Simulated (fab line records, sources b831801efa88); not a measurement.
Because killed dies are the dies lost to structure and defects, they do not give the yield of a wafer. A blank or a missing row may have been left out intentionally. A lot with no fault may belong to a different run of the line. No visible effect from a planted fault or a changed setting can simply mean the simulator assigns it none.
Comparing a struck lot with a sound one    flow sky130    15 out of 708 route steps
Sound: the wafers L551.1, L551.2, L551.5. The struck wafers were L554.1, L554.5, L554.6. The cause is given at the end.
For every step that has rows: the tool of each side, followed by ch and its chambers, followed by its first start. Under that, the readings that differ: sound wafers    struck wafers    difference of the means    sigmas: that difference in standard deviations of wafers without a fault.
alike: same words and numbers on both sides, and readings whose means sit less than 2 such deviations apart. not compared: any withheld reading, any reading some wafer has no value for, any bound like >300 that may hide the same value, and any number with overlapping values for which the record gives no deviation.
The two part at a step that has a row with sigmas, a row that says differs or no value, or rows on one side only. Non-overlapping numbers with no deviation appear without sigmas and do not part them. A reading missing from all wafers of one side parts the sides only when that side holds two or more wafers.

SKY_VIA2_BOW_MEAS_03:
  struck on film_metro-01, day 41 12:29; sound on film_metro-04, day 40 11:16
  alike: VIA2_BOW
then, 8 steps without rows for these wafers: SKY_VIA2_DEHYDRATE_04 (time 60 s); SKY_VIA2_HMDS_05 (prime time 60 s); SKY_VIA2_COAT_06 (resist thk 60 nm); SKY_VIA2_COAT_07 (resist thk 450 nm); SKY_VIA2_SOFTBAKE_08 (time 90 s); SKY_VIA2_EXPOSE_09 (exposes mask VIM2, target cd 200 nm); SKY_VIA2_PEB_10; SKY_VIA2_DEVELOP_11 (develop time 60 s).
SKY_VIA2_CD_MEAS_12: the cd target is 200 nm.
  struck on cd_sem-01, day 42 12:33; sound on cd_sem-01, day 41 12:00
  alike: cd_nm
SKY_VIA2_OVL_MEAS_13:
  struck on overlay-01, day 42 12:40; sound on overlay-02, day 41 12:07
  alike: VIA2_OVL
SKY_VIA2_ETCH_14: etches BARC in N2/H2, stops on SiO2, time 45.9 s, target depth 60 nm.
  sound on rie_diel-03 ch 2,3, day 41 12:10; struck on rie_diel-03 ch 2,3, day 42 12:43
  alike: drypump_motor_current_A, oes_product_au, rf_fwd_power_W, throttle_valve_pct
  not compared: rf_hours_counter_h
SKY_VIA2_ETCH_15: etches SiO2 in C4F8/O2/Ar, stops on TiN, target depth 546 nm, time 84 s.
  sound on rie_diel-03 ch 2,3, day 41 12:12; struck on rie_diel-03 ch 2,3, day 42 12:45
reading                                      sound              struck             difference  sigmas
rf_fwd_power_W (W)                           1495 1499 1499     1737 1727 1734     +235        +45
model.KrF-thick_of_VIA2_COAT_07.thk_nm (nm)  280.4 285.5 285.8  276.3 279.8 275.3  -6.8        
model.TiN_of_METAL2_SPUTTER_04.thk_nm (nm)   71.4 70.37 70.2    69.76 68.7 68.38   -1.71       
  alike: oes_product_au
  not compared: rf_hours_counter_h
SKY_VIA2_STRIP_16: strips in O2/N2.
  sound on plasma_asher-04 ch 0,1, day 41 12:16; struck on plasma_asher-04 ch 0,1, day 42 12:49
reading                       sound           struck          difference  sigmas
strip_time_to_endpoint_s (s)  4.00 4.07 4.07  3.96 4.01 3.96  -0.07       -2
  alike: drypump_motor_current_A, oes_product_au
  not compared: rf_hours_counter_h
following that, these wafers have no rows for 1 step: SKY_PAD_OPEN_PROBE_99.

WHERE THEY PART
Last at SKY_VIA2_STRIP_16 as far as this record goes, first at SKY_VIA2_ETCH_15.

WHY: what the simulator had put in
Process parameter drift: rie_diel-03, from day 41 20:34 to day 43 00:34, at SKY_VIA2_ETCH_15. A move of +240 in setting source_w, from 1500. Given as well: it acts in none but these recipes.
